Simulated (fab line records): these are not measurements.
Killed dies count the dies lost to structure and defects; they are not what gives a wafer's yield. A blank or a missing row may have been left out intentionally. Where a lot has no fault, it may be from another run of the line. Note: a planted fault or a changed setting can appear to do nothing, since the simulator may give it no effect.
The tool behind it: which one? | flow sky130 | 24 lots with 72 wafers sampled at 6 steps, on a route of 708 steps

## WHAT THE GAUGES READ, wafer by wafer
SKY_METAL4_CD_MEAS_13: the cd target is 300 nm. Usual: cd-nm at 300.0 nm, with a standard deviation of 1.4.
lot  | measured     | on        | cd-nm (nm)        | flag
L075 | day 42 12:10 | cd-sem-02 | 296.8 296.0 296.8 |
L077 | day 43 03:46 | cd-sem-02 | 298.6 298.0 299.0 |
L074 | day 43 04:12 | cd-sem-01 | 299.8 299.4 298.8 |
L076 | day 43 05:20 | cd-sem-02 | 298.7 297.8 298.3 |
L078 | day 43 06:26 | cd-sem-01 | 298.8 298.9 300.0 |
L079 | day 43 07:10 | cd-sem-02 | 299.5 300.3 299.1 |
L080 | day 43 13:47 | cd-sem-01 | 301.5 300.6 300.3 |
L081 | day 43 21:32 | cd-sem-02 | 301.0 301.9 299.8 |
L082 | day 44 07:29 | cd-sem-02 | 298.5 298.2 299.3 |
L084 | day 44 15:52 | cd-sem-02 | 298.6 300.3 298.5 |
L083 | day 44 17:48 | cd-sem-02 | 300.5 300.0 300.7 |
L085 | day 44 19:32 | cd-sem-02 | 302.7 302.5 300.5 |
L086 | day 45 16:28 | cd-sem-01 | 299.8 299.2 299.2 |
L088 | day 46 08:06 | cd-sem-02 | 299.8 301.5 301.3 |
L087 | day 46 12:17 | cd-sem-01 | 299.6 300.7 300.4 |
L090 | day 46 18:54 | cd-sem-02 | 302.9 302.4 302.0 |
L089 | day 46 21:31 | cd-sem-02 | 301.3 299.8 300.6 |
L092 | day 46 23:53 | cd-sem-02 | 299.5 301.0 300.3 |
L091 | day 47 04:51 | cd-sem-02 | 298.4 299.7 299.8 |
L093 | day 47 05:48 | cd-sem-02 | 297.6 298.7 299.9 |
L094 | day 47 13:46 | cd-sem-02 | 301.4 301.3 301.9 |
L095 | day 47 21:18 | cd-sem-02 | 301.6 300.1 299.6 |
L096 | day 48 03:39 | cd-sem-02 | 299.6 299.8 299.6 |
L097 | day 48 06:12 | cd-sem-02 | 300.9 301.0 301.1 |

SKY_VIA4_OVL_MEAS_11. Usual: VIA4_OVL typically reads 1.0 nm, with standard deviation 1.8.
lot  | measured     | on         | VIA4_OVL (nm)  | flag
L075 | day 43 13:27 | overlay-02 | 0.8 -0.9 1.0   |
L077 | day 44 04:40 | overlay-02 | 0.4 -1.3 0.6   |
L074 | day 44 04:51 | overlay-02 | 0.0 0.6 -0.9   |
L076 | day 44 06:04 | overlay-01 | 1.6 0.6 0.7    |
L078 | day 44 07:08 | overlay-01 | 4.0 1.6 3.4    |
L079 | day 44 07:48 | overlay-02 | 1.7 2.4 1.8    |
L080 | day 44 14:19 | overlay-02 | -0.2 1.2 1.6   |
L081 | day 44 22:09 | overlay-01 | 5.7 3.9 6.1    |
L082 | day 45 08:24 | overlay-01 | -0.2 -1.9 1.4  |
L084 | day 45 15:48 | overlay-01 | -0.6 0.6 0.0   |
L083 | day 45 17:43 | overlay-01 | -2.3 -1.0 0.2  |
L085 | day 45 19:19 | overlay-01 | 2.2 1.6 1.8    |
L086 | day 46 16:06 | overlay-01 | 3.2 1.3 2.6    |
L088 | day 47 06:11 | overlay-02 | -0.5 0.4 -1.7  |
L087 | day 47 10:51 | overlay-01 | -1.3 -1.3 -0.6 |
L090 | day 47 17:21 | overlay-02 | 0.6 0.1 1.5    |
L089 | day 47 19:23 | overlay-02 | -3.1 -1.8 -1.2 |
L092 | day 47 20:43 | overlay-01 | 3.7 4.0 3.7    |
L091 | day 48 02:04 | overlay-02 | 1.8 2.1 -0.8   |
L093 | day 48 03:10 | overlay-02 | -0.4 0.6 -0.4  |
L094 | day 48 11:30 | overlay-01 | 0.2 -0.1 1.2   |
L095 | day 48 18:13 | overlay-01 | 1.9 2.5 1.9    |
L096 | day 48 23:27 | overlay-01 | 1.6 2.3 0.4    |
L097 | day 49 02:09 | overlay-01 | 1.1 0.2 2.4    |

SKY_PAD_OPEN_BOW_MEAS_13. Usual: PAD_OPEN_BOW typically reads 46 um, with standard deviation 9.7.
lot  | measured     | on            | PAD_OPEN_BOW (um) | flag
L075 | day 46 13:58 | film-metro-04 | 23 45 44          |
L077 | day 47 02:35 | film-metro-01 | 48 49 64          |
L074 | day 47 02:37 | film-metro-03 | 68 49 55          |
L076 | day 47 04:14 | film-metro-04 | 58 67 62          |
L078 | day 47 05:56 | film-metro-03 | 40 34 45          |
L079 | day 47 07:16 | film-metro-04 | 58 56 45          |
L080 | day 47 10:56 | film-metro-01 | 47 38 40          |
L081 | day 47 18:05 | film-metro-03 | 70 64 64          |
L082 | day 48 05:19 | film-metro-04 | 45 56 51          |
L084 | day 48 10:31 | film-metro-01 | 37 48 48          |
L083 | day 48 11:33 | film-metro-04 | 37 38 44          |
L085 | day 48 14:10 | film-metro-03 | 41 49 46          |
L086 | day 49 08:13 | film-metro-04 | 53 46 54          |
L088 | day 49 19:07 | film-metro-04 | 31 31 40          |
L087 | day 49 23:04 | film-metro-03 | 53 44 47          |
L090 | day 50 04:50 | film-metro-01 | 45 46 43          |
L089 | day 50 05:50 | film-metro-03 | 21 42 33          |
L092 | day 50 08:46 | film-metro-03 | 44 32 41          |
L091 | day 50 11:57 | film-metro-03 | 37 37 35          |
L093 | day 50 13:24 | film-metro-03 | 49 47 54          |
L094 | day 50 20:04 | film-metro-03 | 40 47 56          |
L095 | day 51 02:38 | film-metro-03 | 63 52 55          |
L096 | day 51 05:53 | film-metro-03 | 39 50 52          |
L097 | day 51 07:23 | film-metro-03 | 31 34 47          |

## WHICH TOOL RAN EACH LOT (tool, then ch and the chambers of the sampled wafers, then the start)
lot  | SKY_VIA3_SOFTBAKE_08                         | SKY_VIA3_ETCH_15                   | SKY_VIA4_CVD_18
L075 | litho-track-03 ch 0, day 40 10:14 or earlier | rie-diel-02 ch 1,2, day 40 10:14   | cvd-w-01 ch 0,1, day 43 14:12
L077 | litho-track-03 ch 0, day 41 01:40 or earlier | rie-diel-02 ch 0,1, day 41 01:40   | cvd-w-01 ch 0, day 44 05:31
L074 | litho-track-01 ch 0, day 41 02:25 or earlier | rie-diel-04 ch 1,3, day 41 02:25   | cvd-w-02 ch 0,1, day 44 05:39
L076 | litho-track-02 ch 0, day 41 03:35 or earlier | rie-diel-03 ch 0,1,2, day 41 03:35 | cvd-w-01 ch 0,1, day 44 06:49
L078 | litho-track-03 ch 0, day 41 05:07 or earlier | rie-diel-03 ch 2,3, day 41 05:07   | cvd-w-02 ch 1, day 44 07:55
L079 | litho-track-01 ch 0, day 41 06:04 or earlier | rie-diel-02 ch 1,2,3, day 41 06:04 | cvd-w-02 ch 0,1, day 44 08:35
L080 | litho-track-03 ch 0, day 41 11:56 or earlier | rie-diel-02 ch 2,3, day 41 11:56   | cvd-w-02 ch 1, day 44 15:18
L081 | litho-track-03 ch 0, day 41 19:55 or earlier | rie-diel-02 ch 0,1, day 41 19:55   | cvd-w-02 ch 0,1, day 44 23:23
L082 | litho-track-02 ch 0, day 42 07:13 or earlier | rie-diel-04 ch 0,2, day 42 07:13   | cvd-w-02 ch 0,1, day 45 09:41
L084 | litho-track-02 ch 0, day 42 16:10 or earlier | rie-diel-02 ch 1,3, day 42 16:10   | cvd-w-02 ch 0, day 45 16:33
L083 | litho-track-01 ch 0, day 42 17:19 or earlier | rie-diel-03 ch 1,2,3, day 42 17:19 | cvd-w-02 ch 0,1, day 45 18:40
L085 | litho-track-02 ch 0, day 42 19:31 or earlier | rie-diel-02 ch 2,3, day 42 19:31   | cvd-w-01 ch 0,1, day 45 20:25
L086 | litho-track-03 ch 0, day 43 17:22 or earlier | rie-diel-02 ch 1,3, day 43 17:22   | cvd-w-01 ch 0,1, day 46 17:17
L088 | litho-track-01 ch 0, day 44 08:43 or earlier | rie-diel-03 ch 0,1,3, day 44 08:43 | cvd-w-02 ch 0,1, day 47 06:59
L087 | litho-track-01 ch 0, day 44 14:46 or earlier | rie-diel-03 ch 0,1,2, day 44 14:46 | cvd-w-01 ch 0,1, day 47 11:37
L090 | litho-track-03 ch 0, day 44 20:04 or earlier | rie-diel-04 ch 0,1,3, day 44 20:04 | cvd-w-02 ch 1, day 47 18:07
L089 | litho-track-01 ch 0, day 44 22:34 or earlier | rie-diel-04 ch 1,3, day 44 22:34   | cvd-w-02 ch 0,1, day 47 20:08
L092 | litho-track-02 ch 0, day 45 02:13 or earlier | rie-diel-02 ch 0,1,2, day 45 02:13 | cvd-w-02 ch 0,1, day 47 21:29
L091 | litho-track-03 ch 0, day 45 06:43 or earlier | rie-diel-03 ch 0,2,3, day 45 06:43 | cvd-w-02 ch 0,1, day 48 02:50
L093 | litho-track-01 ch 0, day 45 09:44 or earlier | rie-diel-02 ch 1,2, day 45 09:44   | cvd-w-01 ch 0,1, day 48 03:56
L094 | litho-track-03 ch 0, day 45 17:10 or earlier | rie-diel-03 ch 0,1,3, day 45 17:10 | cvd-w-02 ch 0,1, day 48 12:21
L095 | litho-track-03 ch 0, day 46 01:31 or earlier | rie-diel-02 ch 0,2, day 46 01:31   | cvd-w-02 ch 0,1, day 48 19:01
L096 | litho-track-03 ch 0, day 46 08:10 or earlier | rie-diel-02 ch 2,3, day 46 08:10   | cvd-w-01 ch 0,1, day 49 00:13
L097 | litho-track-02 ch 0, day 46 12:08 or earlier | rie-diel-03 ch 0,1,2, day 46 12:08 | cvd-w-01 ch 0,1, day 49 03:01
- SKY_VIA3_SOFTBAKE_08: time 91.85 s.
- SKY_VIA3_ETCH_15: etches SiO2 in C4F8/O2/Ar, stops on TiN, target depth 507 nm, time 78 s.
- SKY_VIA4_CVD_18: deposits W, target thk 505 nm, time 152.14 s.

## WHAT THE TOOLS THEMSELVES READ (means of the sampled wafers that have a number; where no wafer has one, the mark that the record gives instead)
SKY_VIA3_SOFTBAKE_08. Usual: plate-sensor-t-centre-C 100.88 C, standard deviation 0.01; plate-sensor-t-edge-C 100.95 C, standard deviation 0.0099.
lot  | tool           | plate-sensor-t-centre-C (C) | plate-sensor-t-edge-C (C) | flag
L075 | litho-track-03 | 100.89                      | 100.96                    |
L077 | litho-track-03 | 100.87                      | 100.95                    |
L074 | litho-track-01 | 100.89                      | 100.95                    |
L076 | litho-track-02 | 100.89                      | 100.95                    |
L078 | litho-track-03 | 100.90                      | 100.95                    |
L079 | litho-track-01 | 100.89                      | 100.96                    |
L080 | litho-track-03 | 100.88                      | 100.96                    |
L081 | litho-track-03 | 100.88                      | 100.95                    |
L082 | litho-track-02 | 100.88                      | 100.96                    |
L084 | litho-track-02 | 100.88                      | 100.96                    |
L083 | litho-track-01 | 100.89                      | 100.96                    |
L085 | litho-track-02 | 100.89                      | 100.96                    |
L086 | litho-track-03 | 100.88                      | 100.95                    |
L088 | litho-track-01 | 100.88                      | 100.95                    |
L087 | litho-track-01 | 100.89                      | 100.96                    |
L090 | litho-track-03 | 100.88                      | 100.95                    |
L089 | litho-track-01 | 100.89                      | 100.96                    |
L092 | litho-track-02 | 100.88                      | 100.96                    |
L091 | litho-track-03 | 100.88                      | 100.95                    |
L093 | litho-track-01 | 100.89                      | 100.95                    |
L094 | litho-track-03 | 100.88                      | 100.96                    |
L095 | litho-track-03 | 100.89                      | 100.95                    |
L096 | litho-track-03 | 100.88                      | 100.95                    |
L097 | litho-track-02 | 100.88                      | 100.94                    |

SKY_VIA3_ETCH_15. Usual: oes-product-au at 0.945 a.u., with a standard deviation of 0.005.
lot  | tool        | oes-product-au (a.u.) | flag
L075 | rie-diel-02 | 0.943                 |
L077 | rie-diel-02 | 0.945                 |
L074 | rie-diel-04 | 0.941                 |
L076 | rie-diel-03 | 0.948                 |
L078 | rie-diel-03 | 0.945                 |
L079 | rie-diel-02 | 0.944                 |
L080 | rie-diel-02 | 0.942                 |
L081 | rie-diel-02 | 0.941                 |
L082 | rie-diel-04 | 0.951                 |
L084 | rie-diel-02 | 0.942                 |
L083 | rie-diel-03 | 0.945                 |
L085 | rie-diel-02 | 0.947                 |
L086 | rie-diel-02 | 0.944                 |
L088 | rie-diel-03 | 0.943                 |
L087 | rie-diel-03 | 0.949                 |
L090 | rie-diel-04 | 0.947                 |
L089 | rie-diel-04 | 0.942                 |
L092 | rie-diel-02 | 0.940                 |
L091 | rie-diel-03 | 0.944                 |
L093 | rie-diel-02 | 0.945                 |
L094 | rie-diel-03 | 0.949                 |
L095 | rie-diel-02 | 0.949                 |
L096 | rie-diel-02 | 0.945                 |
L097 | rie-diel-03 | 0.939                 |

SKY_VIA4_CVD_18. Usual: heater-power-w at 835 W, with a standard deviation of 79.
lot  | tool     | heater-power-w (W) | flag
L075 | cvd-w-01 | 954                |
L077 | cvd-w-01 | 877                |
L074 | cvd-w-02 | 767                |
L076 | cvd-w-01 | 923                |
L078 | cvd-w-02 | 828                |
L079 | cvd-w-02 | 792                |
L080 | cvd-w-02 | 825                |
L081 | cvd-w-02 | 779                |
L082 | cvd-w-02 | 807                |
L084 | cvd-w-02 | 740                |
L083 | cvd-w-02 | 766                |
L085 | cvd-w-01 | 895                |
L086 | cvd-w-01 | 896                |
L088 | cvd-w-02 | 773                |
L087 | cvd-w-01 | 925                |
L090 | cvd-w-02 | 830                |
L089 | cvd-w-02 | 762                |
L092 | cvd-w-02 | 768                |
L091 | cvd-w-02 | 769                |
L093 | cvd-w-01 | 941                |
L094 | cvd-w-02 | 777                |
L095 | cvd-w-02 | 768                |
L096 | cvd-w-01 | 937                |
L097 | cvd-w-01 | 907                |

## THE ANSWER, worked out from the rows above alone
Rule: a lot is off if the mean of its wafers that have a number lies more than 3 standard deviations from the usual mean. Also off: a lot with no number at a reading for which 4 or more lots have one. Any other lot the step has rows for is counted as sound. First the gauges in route order, then the tools' own readings, where a lot's mean is used as printed above. The first step at which some lot is off is used, and at that step the reading that is off furthest; a lot without a number counts as furthest.
None of the lots is off at any reading shown; this tells nothing.

## WHAT THE SIMULATOR HAD PUT IN
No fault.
